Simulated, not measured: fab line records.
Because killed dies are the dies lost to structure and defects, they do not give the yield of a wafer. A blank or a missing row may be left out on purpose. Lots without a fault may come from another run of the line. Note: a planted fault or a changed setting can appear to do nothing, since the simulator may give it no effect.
Problem report, 8D (eight disciplines) form, completed by code | flow gf180mcu | the parts of the form that need people (team, actions taken, sign-off) are left out

## 1. THE ISSUE
Wafers free of any fault read 565.5 (standard deviation 2.4) for LVPWELL_TW at GF_LVPWELL_TW_MEAS_11, against a mean of 542.2 on 6 wafers of 2 lots. That is -9.7 standard deviations from the usual mean.
Earliest sighting: wafer L654.1 on film-metro-04 at day 6 06:33. At this step, 39 wafers from 13 lots have a number in the record. Rule for "out" (also "out of limits"): further than 4 standard deviations from the usual mean. Any other wafer with a number is counted as sound.

## 2. WHAT IT IS, WHAT IT ISN'T
question                    | is                           | is not
which readings at this step | LVPWELL_TW                   | -
which lots                  | L654, L655                   | L644, L645, L646, L656, L659, L660, L662, L664, L665, L666, L667
which wafers of those lots  | all that have a number       | -
read on which gauges        | film-metro-01, film-metro-04 | film-metro-03
when                        | from day 6 06:33             | up to then (9 sound wafers); but 24 sound wafers of L656, L659, L660, L662, L664, L665, L666, L667 came after

## 3. WHAT RULES OUT EACH SUSPECT
Counting: a tool stays on the suspect list if, at a process step up to the reading, it processed all lots that are out and no sound lot following the first of them.
- the gauge at GF_LVPWELL_TW_MEAS_11 has been ruled out. The wafers that are out were read on 2 gauges (film-metro-01, film-metro-04).
- implanter-03 at GF_LVPWELL_IMPLANT_09: kept. It ran every lot that is out, first L654 (day 6 06:18), and no sound lot after that; its last sound lot up to then is L646 (day 4 08:10). Out on those wafers are its own readings of dose-ions-cm2, faraday-current-uA.
The count leaves implanter-03 at GF_LVPWELL_IMPLANT_09.

## 4. THE CAUSE (what the simulator had put in)
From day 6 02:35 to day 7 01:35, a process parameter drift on implanter-03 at GF_LVPWELL_IMPLANT_09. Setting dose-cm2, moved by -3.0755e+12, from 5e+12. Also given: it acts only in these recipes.
After counting, this tool was the only one left.

## 5. THE CHAIN OF EFFECTS, in route order
Rows list readings where the struck wafers' mean (over those with a number) sits beyond 3 standard deviations from the usual. Only readings for which the record gives a usual standard deviation are gone through. hours: the time from each lot's start at the first step in this table that gives one to its start at this step, as a median over the lots. sigmas: the change in usual standard deviations.
hours | step                     | reading            | usual       | on struck wafers | change     | sigmas
0     | GF_LVPWELL_IMPLANT_09    | dose-ions-cm2      | 4.999e+12   | 1.923e+12        | -3.076e+12 | -99 or more
0     | GF_LVPWELL_IMPLANT_09    | faraday-current-uA | 28.2        | 10.8             | -17.4      | -30
0     | GF_LVPWELL_TW_MEAS_11    | LVPWELL_TW         | 565.5       | 542.2            | -23.3      | -9.7
97    | GF_VT_IMPLANT_RS_MEAS_48 | LVPWELL_RS         | 1197 ohm/sq | 1370             | +173       | +52
Process steps it contains:
- GF_LVPWELL_IMPLANT_09
Later measuring or inspecting steps at which every struck wafer that the step has a row for has a number for every such reading, and none has moved that far: GF_VT_IMPLANT_OVL_MEAS_07, GF_VT_IMPLANT_OVL_MEAS_40.

## 6. WHAT WOULD HAVE CAUGHT IT SOONER
Counted from the fault's start at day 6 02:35, it took 4 hours until the first out-of-limits reading at a measuring or inspecting step in this record, taken at day 6 06:33.
The tool's own readings at GF_LVPWELL_IMPLANT_09 were out on every struck wafer that the step has a row for (dose-ions-cm2, faraday-current-uA): an alarm limit on them would have fired on the first of those.
Of the lots that are out (2), L655 began GF_LVPWELL_IMPLANT_09 on implanter-03 after day 6 06:33. Had the tool been put on hold then, it would have been spared.
